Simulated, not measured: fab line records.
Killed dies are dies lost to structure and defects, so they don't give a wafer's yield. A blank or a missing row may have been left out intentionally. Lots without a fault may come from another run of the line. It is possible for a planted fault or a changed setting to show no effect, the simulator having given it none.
What tool caused it? | flow sky130 | Sampling: 13 lots, 39 wafers, 3 of 708 route steps

== WHAT EACH GAUGE READ, for each wafer ==
SKY_VIA2_BOW_MEAS_03.
lot  | measured     | on           | VIA2_BOW (um)
L659 | day 34 23:23 | filmMetro-01 | 91 93 93
L660 | day 35 12:38 | filmMetro-02 | 82 89 93
L661 | day 35 19:30 | filmMetro-02 | 87 83 83
L662 | day 36 01:29 | filmMetro-01 | 92 104 85
L663 | day 36 18:12 | filmMetro-03 | 92 85 98
L664 | day 36 23:23 | filmMetro-01 | 91 80 79
L665 | day 37 02:26 | filmMetro-03 | 89 92 81
L668 | day 37 22:29 | filmMetro-02 | 75 83 79
L675 | day 40 03:16 | filmMetro-03 | 93 95 91
L677 | day 41 01:53 | filmMetro-03 | 87 80 88
L679 | day 41 06:52 | filmMetro-03 | 89 83 91
L681 | day 41 13:27 | filmMetro-03 | 90 91 88
L682 | day 41 17:37 | filmMetro-02 | 95 69 86

== WHICH TOOL RAN EACH LOT (tool, then ch and the chambers of the sampled wafers, then the start) ==
lot  | SKY_VT_ADJUST_HVTP_DEVELOP_06    | SKY_METAL2_DESCUM_17
L659 | lithoTrack-03 ch 0, day 6 01:06  | rieMetal-04 ch 0, day 34 21:55
L660 | lithoTrack-02 ch 0, day 6 08:42  | rieMetal-04 ch 0,1, day 35 11:21
L661 | lithoTrack-04 ch 0, day 6 17:38  | rieMetal-02 ch 0,1, day 35 18:13
L662 | lithoTrack-03 ch 0, day 6 19:33  | rieMetal-01 ch 1, day 36 00:13
L663 | lithoTrack-03 ch 0, day 7 03:57  | rieMetal-04 ch 0,1, day 36 16:52
L664 | lithoTrack-04 ch 0, day 7 13:05  | rieMetal-01 ch 0,1, day 36 22:02
L665 | lithoTrack-04 ch 0, day 7 17:34  | rieMetal-01 ch 0, day 37 01:08
L668 | lithoTrack-02 ch 0, day 8 11:20  | rieMetal-02 ch 0,1, day 37 21:11
L675 | lithoTrack-04 ch 0, day 10 05:53 | rieMetal-01 ch 1, day 40 01:47
L677 | lithoTrack-04 ch 0, day 10 23:13 | rieMetal-04 ch 0,1, day 41 00:37
L679 | lithoTrack-03 ch 0, day 11 11:18 | rieMetal-02 ch 0, day 41 05:36
L681 | lithoTrack-02 ch 0, day 11 20:02 | rieMetal-01 ch 0,1, day 41 11:46
L682 | lithoTrack-03 ch 0, day 12 00:47 | rieMetal-01 ch 0,1, day 41 16:20
- SKY_VT_ADJUST_HVTP_DEVELOP_06: develop time 60 s.
- SKY_METAL2_DESCUM_17: chemistry O2, time 8 s.

== AS READ BY THE TOOLS THEMSELVES (means over the sampled wafers that have a number; for cases with no such wafer, the mark the record gives instead) ==
SKY_VT_ADJUST_HVTP_DEVELOP_06.
lot  | tool          | developerTempC (C) | resistLineTempC (C)
L659 | lithoTrack-03 | 23.03              | 23.16
L660 | lithoTrack-02 | 23.12              | 23.08
L661 | lithoTrack-04 | 22.92              | 23.03
L662 | lithoTrack-03 | 23.07              | 23.00
L663 | lithoTrack-03 | 22.95              | 23.07
L664 | lithoTrack-04 | 22.88              | 22.94
L665 | lithoTrack-04 | 22.95              | 23.03
L668 | lithoTrack-02 | 22.96              | 22.85
L675 | lithoTrack-04 | 25.16              | 23.07
L677 | lithoTrack-04 | 25.41              | 22.91
L679 | lithoTrack-03 | 23.00              | 23.00
L681 | lithoTrack-02 | 23.10              | 22.97
L682 | lithoTrack-03 | 23.03              | 23.00

SKY_METAL2_DESCUM_17.
lot  | tool        | drypumpMotorCurrentA (A) | heBacksideLeakSccm (sccm) | oesProductAu (a.u.)
L659 | rieMetal-04 | 6.3                      | 4.0                       | 1.007
L660 | rieMetal-04 | 6.1                      | 3.3                       | 0.997
L661 | rieMetal-02 | 5.8                      | 3.2                       | 1.006
L662 | rieMetal-01 | 6.6                      | 3.5                       | 0.994
L663 | rieMetal-04 | 5.9                      | 3.4                       | 1.001
L664 | rieMetal-01 | 6.3                      | 3.3                       | 0.997
L665 | rieMetal-01 | 6.1                      | 3.2                       | 0.993
L668 | rieMetal-02 | 5.8                      | 3.2                       | 1.007
L675 | rieMetal-01 | 6.6                      | 3.3                       | 0.995
L677 | rieMetal-04 | 5.9                      | 3.4                       | 1.008
L679 | rieMetal-02 | 5.5                      | 3.3                       | 1.009
L681 | rieMetal-01 | 6.4                      | 3.3                       | 0.989
L682 | rieMetal-01 | 6.4                      | 3.4                       | 0.996

== THE ANSWER, worked out from the rows above alone ==
Rule: what is usual is taken from the lots themselves. Put in order of their means at a reading, lots are off if they are a third of the lots or fewer, leave a main group of 4 or more, and stand apart from it by a gap of 3 or more times the standard deviation of the main group's means; of several such gaps the widest counts. Not used: any main group whose means are identical at the precision the tables above print for the reading. Also off: a lot with no number at a reading for which 4 or more lots have one. Where the step has rows for the other lots, those lots are counted as sound. First the gauges in route order, then the tools' own readings, where a lot's mean is used as printed above. The first step at which some lot is off is used, and at that step the reading that is off furthest; a lot without a number counts as furthest.
Off, at SKY_VT_ADJUST_HVTP_DEVELOP_06 on developerTempC: L675, L677. The main group has a mean of 23.00 C with a standard deviation of 0.073.
If a tool, at that step or one of the process steps before it, ran each lot that is off and ran no sound lot following the first of them, it fits. One fits: lithoTrack-04 at SKY_VT_ADJUST_HVTP_DEVELOP_06. A fault onset in the window from L665 (day 7 17:34, its last sound lot) to L675 (day 10 05:53, its first lot off) fits.
On the lots that are off, the tool's own readings at SKY_VT_ADJUST_HVTP_DEVELOP_06 differ by more than 5 times the standard deviation of the sound lots' means, which bears it out; developerTempC reads 25.29 C there versus 23.00 C on the sound lots.

== WHAT THE SIMULATOR HAD INSERTED ==
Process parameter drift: lithoTrack-04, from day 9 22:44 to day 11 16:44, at SKY_VT_ADJUST_HVTP_DEVELOP_06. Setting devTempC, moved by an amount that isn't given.
Lots struck among those shown: L675, L677. The same result came from the rule above.
